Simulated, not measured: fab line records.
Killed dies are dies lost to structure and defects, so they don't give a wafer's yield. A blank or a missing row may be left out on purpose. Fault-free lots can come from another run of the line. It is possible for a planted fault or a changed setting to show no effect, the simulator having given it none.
Split-lot study / flow gf180mcu / on a route of 602 steps: 5 lots, 23 wafers read

## ON THE SPLIT
At GF_VT_IMPLANT_IMPLANT_08, the setting dose-cm2 was moved away from the recipe's 8.29e+12 on 4 of the 23 wafers read, by -10.9% to +16.0%. For the rest of the wafers, this setting stayed at what the recipe calls for.

## FROM SPLIT TO READING: 1 step shown by the file between the two
- GF_VT_IMPLANT_STRIP_09: strips in O2/N2

## THE READING
VT_IMPLANT_TW, at GF_VT_IMPLANT_TW_MEAS_10. A value of 566 with a standard deviation of 5.5 is what fault-free wafers of this fab line usually give.

wafer=L074.1; tool, chamber at the split=implanter-04, 0; dose-cm2 as run=9.618e+12; against the recipe=+16.0%; VT_IMPLANT_TW=601; against lot-mates on the recipe=+31
wafer=L074.2; tool, chamber at the split=implanter-04, 0; dose-cm2 as run=9.618e+12; against the recipe=+16.0%; VT_IMPLANT_TW=596; against lot-mates on the recipe=+26
wafer=L074.3; tool, chamber at the split=implanter-04, 0; dose-cm2 as run=8.29e+12; against the recipe=recipe; VT_IMPLANT_TW=572; against lot-mates on the recipe=-
wafer=L074.4; tool, chamber at the split=implanter-04, 0; dose-cm2 as run=8.29e+12; against the recipe=recipe; VT_IMPLANT_TW=567; against lot-mates on the recipe=-
wafer=L074.5; tool, chamber at the split=implanter-04, 0; dose-cm2 as run=8.29e+12; against the recipe=recipe; VT_IMPLANT_TW=572; against lot-mates on the recipe=-
wafer=L077.1; tool, chamber at the split=implanter-02, 0; dose-cm2 as run=8.29e+12; against the recipe=recipe; VT_IMPLANT_TW=570; against lot-mates on the recipe=-
wafer=L077.2; tool, chamber at the split=implanter-02, 0; dose-cm2 as run=7.384e+12; against the recipe=-10.9%; VT_IMPLANT_TW=551; against lot-mates on the recipe=-21
wafer=L077.4; tool, chamber at the split=implanter-02, 0; dose-cm2 as run=7.384e+12; against the recipe=-10.9%; VT_IMPLANT_TW=554; against lot-mates on the recipe=-18
wafer=L077.5; tool, chamber at the split=implanter-02, 0; dose-cm2 as run=8.29e+12; against the recipe=recipe; VT_IMPLANT_TW=574; against lot-mates on the recipe=-
wafer=L077.6; tool, chamber at the split=implanter-02, 0; dose-cm2 as run=8.29e+12; against the recipe=recipe; VT_IMPLANT_TW=571; against lot-mates on the recipe=-
wafer=L081.1; tool, chamber at the split=implanter-02, 0; dose-cm2 as run=8.29e+12; against the recipe=recipe; VT_IMPLANT_TW=561; against lot-mates on the recipe=-
wafer=L081.2; tool, chamber at the split=implanter-02, 0; dose-cm2 as run=8.29e+12; against the recipe=recipe; VT_IMPLANT_TW=563; against lot-mates on the recipe=-
wafer=L081.3; tool, chamber at the split=implanter-02, 0; dose-cm2 as run=8.29e+12; against the recipe=recipe; VT_IMPLANT_TW=561; against lot-mates on the recipe=-
wafer=L081.5; tool, chamber at the split=implanter-02, 0; dose-cm2 as run=8.29e+12; against the recipe=recipe; VT_IMPLANT_TW=560; against lot-mates on the recipe=-
wafer=L081.6; tool, chamber at the split=implanter-02, 0; dose-cm2 as run=8.29e+12; against the recipe=recipe; VT_IMPLANT_TW=558; against lot-mates on the recipe=-
wafer=L082.2; tool, chamber at the split=implanter-02, 0; dose-cm2 as run=8.29e+12; against the recipe=recipe; VT_IMPLANT_TW=558; against lot-mates on the recipe=-
wafer=L082.3; tool, chamber at the split=implanter-02, 0; dose-cm2 as run=8.29e+12; against the recipe=recipe; VT_IMPLANT_TW=561; against lot-mates on the recipe=-
wafer=L082.5; tool, chamber at the split=implanter-02, 0; dose-cm2 as run=8.29e+12; against the recipe=recipe; VT_IMPLANT_TW=556; against lot-mates on the recipe=-
wafer=L084.1; tool, chamber at the split=implanter-02, 0; dose-cm2 as run=8.29e+12; against the recipe=recipe; VT_IMPLANT_TW=563; against lot-mates on the recipe=-
wafer=L084.2; tool, chamber at the split=implanter-02, 0; dose-cm2 as run=8.29e+12; against the recipe=recipe; VT_IMPLANT_TW=565; against lot-mates on the recipe=-
wafer=L084.3; tool, chamber at the split=implanter-02, 0; dose-cm2 as run=8.29e+12; against the recipe=recipe; VT_IMPLANT_TW=564; against lot-mates on the recipe=-
wafer=L084.4; tool, chamber at the split=implanter-02, 0; dose-cm2 as run=8.29e+12; against the recipe=recipe; VT_IMPLANT_TW=563; against lot-mates on the recipe=-
wafer=L084.5; tool, chamber at the split=implanter-02, 0; dose-cm2 as run=8.29e+12; against the recipe=recipe; VT_IMPLANT_TW=563; against lot-mates on the recipe=-

THE FIT
A straight line over all 23 wafers: VT_IMPLANT_TW changes by +1.78 for each +1% of dose-cm2; r = +0.88; the points scatter about the line by 5.7.
The same after taking each lot's own level away (the mean of its wafers on the recipe; 23 wafers): +1.76 for each +1%; r = +0.98; scatter 1.8.
According to that fit, moving dose-cm2 by its largest amount changes the reading by 28.
Across the lots, their own levels run from 558.3 to 571.7, a range of 2.4 times the standard deviation given above.
The two slopes are in agreement: the lot-to-lot level therefore moves the slope only a little.
Check: +26.7 against its lot-mates is what the line predicts for one of the wafers moved furthest among these (+16.0%) when that wafer is left out of the fit. It came out at +30.7 against them.

## THESE WAFERS: OTHER SPLITS
Note: prior to the reading, these wafers also went through further splits. Each is held against what the fit with the lots' levels taken away leaves over:
other split on the same wafers=GF_STI_OXIDATION_01 temp-c; wafers away from the commonest value=18; r with VT_IMPLANT_TW (lot level and that fit taken away)=+0.00
other split on the same wafers=GF_STI_PEB_10 peb-temp-c; wafers away from the commonest value=12; r with VT_IMPLANT_TW (lot level and that fit taken away)=-0.12
other split on the same wafers=GF_DNWELL_COAT_02 spin-rpm; wafers away from the commonest value=6; r with VT_IMPLANT_TW (lot level and that fit taken away)=-0.15
other split on the same wafers=GF_DNWELL_STRIP_08 platen-temp-c; wafers away from the commonest value=5; r with VT_IMPLANT_TW (lot level and that fit taken away)=-0.01
other split on the same wafers=GF_NWELL_IMPLANT_09 energy-kev; wafers away from the commonest value=9; r with VT_IMPLANT_TW (lot level and that fit taken away)=-0.26
other split on the same wafers=GF_MVPSD_COAT_02 spin-rpm; wafers away from the commonest value=4; r with VT_IMPLANT_TW (lot level and that fit taken away)=-0.07

## THE FILE'S OWN FIT
VT_IMPLANT_TW changes by +1.76 for each +1% of dose-cm2, r = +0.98.
